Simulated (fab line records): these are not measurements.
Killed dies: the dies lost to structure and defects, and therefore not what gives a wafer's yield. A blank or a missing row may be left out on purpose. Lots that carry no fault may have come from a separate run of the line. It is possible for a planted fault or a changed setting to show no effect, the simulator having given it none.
2 desks looking at one fault | flow sky130 | each desk has only its own numbers; what lay behind them comes last

## TOOL OWNER'S DESK, furnace-02
The tool's own readings at SKY_GATE_OXIDE_OXIDATION_16 (stabilise 600 s, purge 300 s, target thk 3.57 nm): means of the sampled wafers that have a number, for each lot that ran on this tool. Any lot whose mean is over 4 standard deviations away from the usual mean is out of limits and marked OUT; that distance is given in the brackets. Shown are 7 of the 8 readings it has, namely the first that went out of limits plus those furthest out on some lot.
Columns: A = spike-tc-bottom-C at SKY_GATE_OXIDE_OXIDATION_16, usual 816.1 C; B = spike-tc-centre-C at SKY_GATE_OXIDE_OXIDATION_16, usual 800.6 C; C = spike-tc-lower-C at SKY_GATE_OXIDE_OXIDATION_16, usual 800.2 C; D = spike-tc-top-C at SKY_GATE_OXIDE_OXIDATION_16, usual 813.4 C; E = spike-tc-upper-C at SKY_GATE_OXIDE_OXIDATION_16, usual 800.0 C; F = tube-center-temp-C at SKY_GATE_OXIDE_OXIDATION_16, usual 800 C; G = tube_center_temp_C_max at SKY_GATE_OXIDE_OXIDATION_16, usual 802.03
lot  | first seen here | A                | B                | C                | D     | E                | F             | G
L486 | day 14 06:59    | 816.8            | 800.9            | 802.3            | 813.4 | 801.3            | 800           | 802.17
L500 | day 19 09:32    | 822.4 (+4.8) OUT | 805.6 (+5.0) OUT | 805.1 (+5.0) OUT | 816.7 | 804.0 (+4.0) OUT | 805 (+70) OUT | 807.10 (+17) OUT
L503 | day 20 00:32    | 822.6 (+5.0) OUT | 805.6 (+5.0) OUT | 806.3 (+6.3) OUT | 818.0 | 805.0 (+5.0) OUT | 805 (+70) OUT | 806.87 (+17) OUT
This desk's finding: out of limits on L500, L503; first on L500, day 19 09:32 (spike-tc-bottom-C at SKY_GATE_OXIDE_OXIDATION_16). L486: within limits.

## METROLOGY DESK
What the gauges read, lot by lot, whatever tool the lot ran on: means of the sampled wafers that have a number. Any lot whose mean is over 4 standard deviations away from the usual mean is out of limits and marked OUT; that distance is given in the brackets.
Columns: A = GATE_OXIDE_OVL at SKY_GATE_OXIDE_OVL_MEAS_10, usual 0.5 nm; B = GATE_OXIDE_TW at SKY_GATE_OXIDE_TW_MEAS_14, usual 226.0
lot  | first seen here | A   | B
L486 | day 14 03:20    | 1.5 | 226.8
L487 | day 14 17:04    | 1.6 | 228.2
L500 | day 19 09:01    | 0.7 | 228.3
L501 | day 19 16:01    | 0.1 | 228.1
L503 | day 20 00:02    | 0.8 | 222.3
L507 | day 21 13:05    | 1.2 | 225.1
This desk found nothing out of limits on any of the 6 lots.

## ALL TOGETHER
At day 19 09:32, on L500, L503, the tool owner's desk was in a position to raise an alarm.
Metrology desk: nothing out of limits seen.
The metrology desk has L500, L503 on record, within its limits.
All the named lots went through SKY_GATE_OXIDE_OXIDATION_16 on furnace-02.

## WHAT WAS PUT IN BY THE SIMULATOR
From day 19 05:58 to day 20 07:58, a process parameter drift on furnace-02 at SKY_GATE_OXIDE_OXIDATION_16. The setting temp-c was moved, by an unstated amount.
Lots struck among those shown: L500, L503.
How many hours passed from the start of the fault until each desk's first out-of-limits reading: the tool owner's desk, 4.
